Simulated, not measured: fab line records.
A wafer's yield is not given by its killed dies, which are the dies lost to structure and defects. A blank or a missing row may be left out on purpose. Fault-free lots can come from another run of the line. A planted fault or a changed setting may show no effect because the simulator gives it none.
Which tool did it? || flow gf180mcu || 8 lots, 24 wafers sampled, at 2 steps of a route of 602

== WHAT THE GAUGES READ, wafer by wafer ==
GF_HV_LDD_TW_MEAS_38.
{"lot": "L631", "measured": "day 11 15:28", "on": "film metro-04", "HV_LDD_3_TW": "1459 1457 1468"}
{"lot": "L632", "measured": "day 11 18:24", "on": "film metro-04", "HV_LDD_3_TW": "1459 1456 1461"}
{"lot": "L633", "measured": "day 12 06:34", "on": "film metro-04", "HV_LDD_3_TW": "1458 1452 1446"}
{"lot": "L634", "measured": "day 12 12:50", "on": "film metro-02", "HV_LDD_3_TW": "1433 1435 1432"}
{"lot": "L637", "measured": "day 13 17:56", "on": "film metro-02", "HV_LDD_3_TW": "1425 1434 1431"}
{"lot": "L642", "measured": "day 15 06:47", "on": "film metro-04", "HV_LDD_3_TW": "1621 1621 1627"}
{"lot": "L643", "measured": "day 15 13:29", "on": "film metro-02", "HV_LDD_3_TW": "1586 1587 1587"}
{"lot": "L644", "measured": "day 16 01:58", "on": "film metro-01", "HV_LDD_3_TW": "1607 1609 1615"}

== TOOL THAT RAN EACH LOT (tool first, then ch and the chambers of the sampled wafers, then the start) ==
{"lot": "L631", "GF_HV_LDD_IMPLANT_33": "implanter-04 ch 0, day 11 14:46"}
{"lot": "L632", "GF_HV_LDD_IMPLANT_33": "implanter-02 ch 0, day 11 17:44"}
{"lot": "L633", "GF_HV_LDD_IMPLANT_33": "implanter-02 ch 0, day 12 05:55"}
{"lot": "L634", "GF_HV_LDD_IMPLANT_33": "implanter-01 ch 0, day 12 12:08"}
{"lot": "L637", "GF_HV_LDD_IMPLANT_33": "implanter-01 ch 0, day 13 17:14"}
{"lot": "L642", "GF_HV_LDD_IMPLANT_33": "implanter-01 ch 0, day 15 06:05"}
{"lot": "L643", "GF_HV_LDD_IMPLANT_33": "implanter-02 ch 0, day 15 12:47"}
{"lot": "L644", "GF_HV_LDD_IMPLANT_33": "implanter-02 ch 0, day 16 01:18"}
- GF_HV_LDD_IMPLANT_33

== THE ANSWER, worked out from the rows above alone ==
Rule: usual is defined by the lots themselves. The widest of any qualifying gaps counts: lots, ordered by their means at a reading, are off when they make up no more than a third of the lots, leave a main group of 4 or more, and stand apart from it by 3 or more times the standard deviation of that group's means. Not used: any main group whose means are identical at the precision the tables above print for the reading. A lot without any number at a reading at which 4 lots or more have one is off too. All remaining lots with rows at the step are treated as sound.
None of the lots is off at any reading shown; this tells nothing.

== WHAT THE SIMULATOR HAD INSERTED ==
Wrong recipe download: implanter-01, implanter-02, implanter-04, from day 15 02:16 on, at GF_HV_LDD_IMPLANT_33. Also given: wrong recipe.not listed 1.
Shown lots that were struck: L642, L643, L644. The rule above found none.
